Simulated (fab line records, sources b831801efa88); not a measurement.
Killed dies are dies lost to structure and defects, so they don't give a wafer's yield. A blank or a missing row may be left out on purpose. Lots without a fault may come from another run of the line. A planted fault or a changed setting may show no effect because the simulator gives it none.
One fault seen from 2 desks | flow gf180mcu | each desk has only its own numbers; what lay behind them comes last

THE METROLOGY DESK
What the gauges read, lot by lot, whatever tool the lot ran on: means of the sampled wafers that have a number. A lot is out of limits, marked OUT, if its mean lies more than 4 standard deviations from the usual mean; the brackets give that distance.
Columns: A = INCOMING_BOW at GF_STI_BOW_MEAS_00, usual 0 um; B = STI_OXIDATION_01_THK at GF_STI_THK_MEAS_22, usual 14.99 nm; C = VT_IMPLANT_01_OVL at GF_VT_IMPLANT_OVL_MEAS_18, usual 0.1 nm
lot  | first seen here | A  | B     | C
L552 | day 2 01:00     | -0 | 15.15 | 1.0
L553 | day 2 06:01     | 0  | 14.72 | -0.8
L554 | day 2 11:00     | -1 | 15.32 | -1.3
L555 | day 2 16:02     | -5 | 14.90 | 3.1
L556 | day 2 21:00     | -2 | 14.52 | 0.2
L559 | day 3 12:00     | 4  | 14.44 | 1.1
L560 | day 3 17:01     | 0  | -     | -
L561 | day 3 22:01     | -5 | -     | -
L563 | day 4 08:01     | 5  | 14.90 | 0.4
L565 | day 4 18:00     | 1  | 15.44 | -1.4
L570 | day 5 19:00     | 7  | 15.13 | -1.0
L571 | day 6 00:01     | 2  | 15.15 | -1.7
L572 | day 6 05:01     | -9 | 15.34 | -0.5
This desk's finding: nothing out of limits on any of the 13 lots.

THE TOOL OWNER'S DESK: lpcvd-02
The tool's own readings at GF_STI_CVD_03 (deposits Si3N4 from DCS/NH3, target thk 207.16 nm, time 3551 s): means of the sampled wafers that have a number, for each lot that ran on this tool. A lot is out of limits, marked OUT, if its mean lies more than 4 standard deviations from the usual mean; the brackets give that distance.
Columns: A = pressure_mtorr at GF_STI_CVD_03, usual 250.0 mTorr; B = spike_tc_bottom_C at GF_STI_CVD_03, usual 791 C; C = zone_power_upper_pct at GF_STI_CVD_03, usual 12.1 %
lot  | first seen here | A     | B   | C
L553 | day 2 08:31     | 250.3 | 790 | 12.1
L554 | day 2 13:56     | 250.0 | 796 | 12.6
L555 | day 2 17:47     | 250.1 | 794 | 12.6
L556 | day 2 23:04     | 249.9 | 790 | 12.1
L559 | day 3 14:01     | 250.0 | 795 | 12.6
L563 | day 4 10:22     | 250.9 | 796 | 12.7
L570 | day 5 20:34     | 250.2 | 789 | 12.1
L571 | day 6 01:34     | 249.9 | 789 | 12.1
L572 | day 6 06:46     | 250.0 | 790 | 12.1
This desk's finding: nothing out of limits on any of the 9 lots.

PUT TOGETHER
The metrology desk saw nothing out of limits.
The tool owner's desk saw nothing out of limits.

WHAT THE SIMULATOR HAD PUT IN
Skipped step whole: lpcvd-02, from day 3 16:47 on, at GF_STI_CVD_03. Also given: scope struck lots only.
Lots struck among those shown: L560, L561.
